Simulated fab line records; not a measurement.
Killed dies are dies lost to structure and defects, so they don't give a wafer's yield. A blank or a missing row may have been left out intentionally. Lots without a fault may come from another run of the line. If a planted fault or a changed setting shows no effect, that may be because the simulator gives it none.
Check for tools in common :: flow sky130 :: Sampled: 13 lots, 45 wafers

== WHY THIS WAS OPENED ==
SKY_GATE_OXIDE_THK_MEAS_02, reading GATE_OXIDE_OXIDATION_00_THK: flagged on 2 of 13 lots. Wafers without a fault read 10.34 nm, standard deviation 0.2.
Rule: a lot gets a flag if all its wafers with a number sit over 4 standard deviations from that mean, or if no wafer of it has a number. As for the other lots, they are considered sound.

lot: L691
measured: day 12 12:07
on: film metro-03
GATE_OXIDE_OXIDATION_00_THK (nm), wafer by wafer: 10.34 10.55 10.21
flag: 

lot: L692
measured: day 13 02:08
on: film metro-03
GATE_OXIDE_OXIDATION_00_THK (nm), wafer by wafer: 10.60 10.52 10.59
flag: 

lot: L693
measured: day 13 06:25
on: film metro-04
GATE_OXIDE_OXIDATION_00_THK (nm), wafer by wafer: 10.18 9.96 10.16
flag: 

lot: L695
measured: day 13 22:35
on: film metro-03
GATE_OXIDE_OXIDATION_00_THK (nm), wafer by wafer: 10.42 10.29 10.25
flag: 

lot: L697
measured: day 14 16:56
on: film metro-04
GATE_OXIDE_OXIDATION_00_THK (nm), wafer by wafer: 10.16 10.05 10.01
flag: 

lot: L698
measured: day 14 23:38
on: film metro-01
GATE_OXIDE_OXIDATION_00_THK (nm), wafer by wafer: 10.50 10.41 10.29
flag: 

lot: L699
measured: day 15 12:03
on: film metro-03
GATE_OXIDE_OXIDATION_00_THK (nm), wafer by wafer: 10.64 10.59 10.64
flag: 

lot: L703
measured: day 16 19:08
on: film metro-03
GATE_OXIDE_OXIDATION_00_THK (nm), wafer by wafer: 8.74 8.64 8.73 8.76 8.63 8.75
flag: FLAGGED

lot: L705
measured: day 17 10:57
on: film metro-04
GATE_OXIDE_OXIDATION_00_THK (nm), wafer by wafer: 8.92 8.95 9.08 8.98 8.99 9.06
flag: FLAGGED

lot: L708
measured: day 18 11:07
on: film metro-04
GATE_OXIDE_OXIDATION_00_THK (nm), wafer by wafer: 10.35 10.34 10.29
flag: 

lot: L711
measured: day 19 07:37
on: film metro-03
GATE_OXIDE_OXIDATION_00_THK (nm), wafer by wafer: 10.31 10.34 10.42
flag: 

lot: L712
measured: day 19 19:40
on: film metro-03
GATE_OXIDE_OXIDATION_00_THK (nm), wafer by wafer: 10.13 10.05 10.13
flag: 

lot: L713
measured: day 20 01:30
on: film metro-04
GATE_OXIDE_OXIDATION_00_THK (nm), wafer by wafer: 10.30 10.07 10.21
flag: 
The mean of the flagged lots' numbers is 8.85 nm, -1.49 nm from the usual (-7 standard deviations).

== WHICH TOOL EACH LOT WENT THROUGH ==
The record holds 1 process step before the reading, out of a route of 708 steps. Cell contents, in order: the tool; ch with the chambers the sampled wafers went through; the start.
lot: L691
flag: 
SKY_GATE_OXIDE_OXIDATION_01: furnace-01 ch 0, day 12 10:41

lot: L692
flag: 
SKY_GATE_OXIDE_OXIDATION_01: furnace-02 ch 0, day 13 00:43

lot: L693
flag: 
SKY_GATE_OXIDE_OXIDATION_01: furnace-02 ch 0, day 13 04:59

lot: L695
flag: 
SKY_GATE_OXIDE_OXIDATION_01: furnace-02 ch 0, day 13 21:10

lot: L697
flag: 
SKY_GATE_OXIDE_OXIDATION_01: furnace-02 ch 0, day 14 15:31

lot: L698
flag: 
SKY_GATE_OXIDE_OXIDATION_01: furnace-01 ch 0, day 14 22:13

lot: L699
flag: 
SKY_GATE_OXIDE_OXIDATION_01: furnace-01 ch 0, day 15 10:38

lot: L703
flag: FLAGGED
SKY_GATE_OXIDE_OXIDATION_01: furnace-01 ch 0, day 16 17:43

lot: L705
flag: FLAGGED
SKY_GATE_OXIDE_OXIDATION_01: furnace-01 ch 0, day 17 09:31

lot: L708
flag: 
SKY_GATE_OXIDE_OXIDATION_01: furnace-02 ch 0, day 18 09:42

lot: L711
flag: 
SKY_GATE_OXIDE_OXIDATION_01: furnace-02 ch 0, day 19 06:13

lot: L712
flag: 
SKY_GATE_OXIDE_OXIDATION_01: furnace-02 ch 0, day 19 18:15

lot: L713
flag: 
SKY_GATE_OXIDE_OXIDATION_01: furnace-01 ch 0, day 20 00:05
These steps, and what they do:
- SKY_GATE_OXIDE_OXIDATION_01: stabilise 600 s, purge 300 s, target thk 10.268 nm.
- SKY_GATE_OXIDE_THK_MEAS_02

== FLAGGED OVER TOTAL, TOOL BY TOOL (the gauges that took the reading come last) ==
step: SKY_GATE_OXIDE_OXIDATION_01
tool: furnace-01
lots run: 6
flagged: 2
share of the flagged lots: all
sound lots run after its first flagged lot: 1 (L713)

step: SKY_GATE_OXIDE_OXIDATION_01
tool: furnace-02
lots run: 7
flagged: 0
share of the flagged lots: none
sound lots run after its first flagged lot: -

step: SKY_GATE_OXIDE_THK_MEAS_02
tool: film metro-01
lots run: 1
flagged: 0
share of the flagged lots: none
sound lots run after its first flagged lot: -

step: SKY_GATE_OXIDE_THK_MEAS_02
tool: film metro-03
lots run: 7
flagged: 1
share of the flagged lots: some
sound lots run after its first flagged lot: 2 (L711,L712)

step: SKY_GATE_OXIDE_THK_MEAS_02
tool: film metro-04
lots run: 5
flagged: 1
share of the flagged lots: some
sound lots run after its first flagged lot: 2 (L708,L713)

== THE TABLE: WHAT IT ALLOWS ==
Rows of the table that ran each flagged lot: 1, that is furnace-01 at SKY_GATE_OXIDE_OXIDATION_01.
- furnace-01 at SKY_GATE_OXIDE_OXIDATION_01 ran 6 lots, 2 of them flagged. Lots that were sound ran on it after the first flagged one (L713); a persistent fault on the entire tool would not allow that.
There is no row in the table that ran each flagged lot and no sound lot after the first.

== WHAT THE SIMULATOR HAD INSERTED ==
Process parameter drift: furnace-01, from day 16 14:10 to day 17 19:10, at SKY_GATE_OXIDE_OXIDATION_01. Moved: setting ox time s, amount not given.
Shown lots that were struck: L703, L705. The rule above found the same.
